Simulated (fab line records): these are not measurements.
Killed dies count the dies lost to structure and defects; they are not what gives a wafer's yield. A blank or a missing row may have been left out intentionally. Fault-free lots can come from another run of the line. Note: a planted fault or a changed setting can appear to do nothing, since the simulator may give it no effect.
Problem report, 8D (eight disciplines) form, completed by code | flow sfq line | the parts of the form that need people (team, actions taken, sign-off) are left out

## 1. THE ISSUE
At SFQ_TRILAYER_M6_LITHO_COAT_164, spin speed rpm averages 2575.1 rpm over 6 wafers from 2 lots, while fault-free wafers read 2999.9 rpm, standard deviation 2.4. So: -99 or more standard deviations from the usual mean.
The step: resist thk 62 nm.
The first sign was on wafer L489.2 at day 72 23:37, on litho track-02. At this step, 42 wafers from 14 lots have a number in the record. By rule, "out" or "out of limits" means more than 4 standard deviations away from the usual mean. All remaining wafers that have a number are taken as sound.

## 2. WHAT IT IS; WHAT IT IS NOT
question                    | is                     | is not
which readings at this step | spin speed rpm         | -
which lots                  | L489, L491             | L483, L484, L488, L490, L497, L499, L501, L502, L503, L504, L505, L506
which wafers of those lots  | all that have a number | -
read on which tools         | litho track-02         | litho track-01, litho track-04
when                        | from day 72 23:37      | up to then (9 sound wafers); but 27 sound wafers of L490, L497, L499, L501, L502, L503, L504, L505, L506 came after

## 3. WHAT RULES OUT EACH SUSPECT
Counting: a tool at any process step up to the reading remains a suspect when it ran all the lots that are out and ran no sound lot after the first of those.
- litho track-02 at SFQ_TRILAYER_M6_LITHO_COAT_164 (resist thk 62 nm): ruled out as a lasting fault. Following L489 (day 72 23:37), the first lot on it that is out, the sound lots L497, L499, L502, L504, L506 were run on it.
Left after counting: nothing in the record.

## 4. THE CAUSE (what the simulator had put in)
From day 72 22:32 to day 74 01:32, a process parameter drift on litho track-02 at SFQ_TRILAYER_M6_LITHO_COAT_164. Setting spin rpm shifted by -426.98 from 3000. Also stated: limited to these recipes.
Counting ruled it out, wrongly.

## 5. SEQUENCE OF EFFECTS, ordered by route
Each row: a reading where the mean over the struck wafers with a number is more than 3 standard deviations away from the usual. Only readings whose record carries a usual standard deviation are examined. hours: median over the lots of the time between each lot's start at the first step of this table that gives one and its start at this step. sigmas: the change, counted in usual standard deviations.
hours | step                                     | reading        | usual      | on struck wafers | change | sigmas
0     | SFQ_TRILAYER_M6_LITHO_COAT_164           | spin speed rpm | 2999.9 rpm | 2575.1           | -424.8 | -99 or more
101   | SFQ_TRILAYER_M6_BARC_OPEN_METAL_ETCH_206 | oes product au | 0.685 a.u. | 0.707            | +0.022 | +5.0
Its process steps:
- SFQ_TRILAYER_M6_LITHO_COAT_164: resist thk 62 nm.
- SFQ_TRILAYER_M6_BARC_OPEN_METAL_ETCH_206: etches BARC in O2, target depth 125 nm, time 41.7 s.

## 6. HOW IT WOULD HAVE BEEN CAUGHT EARLIER
In this record the first reading out of limits was taken at day 72 23:37, 1 hour after the fault began at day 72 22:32.
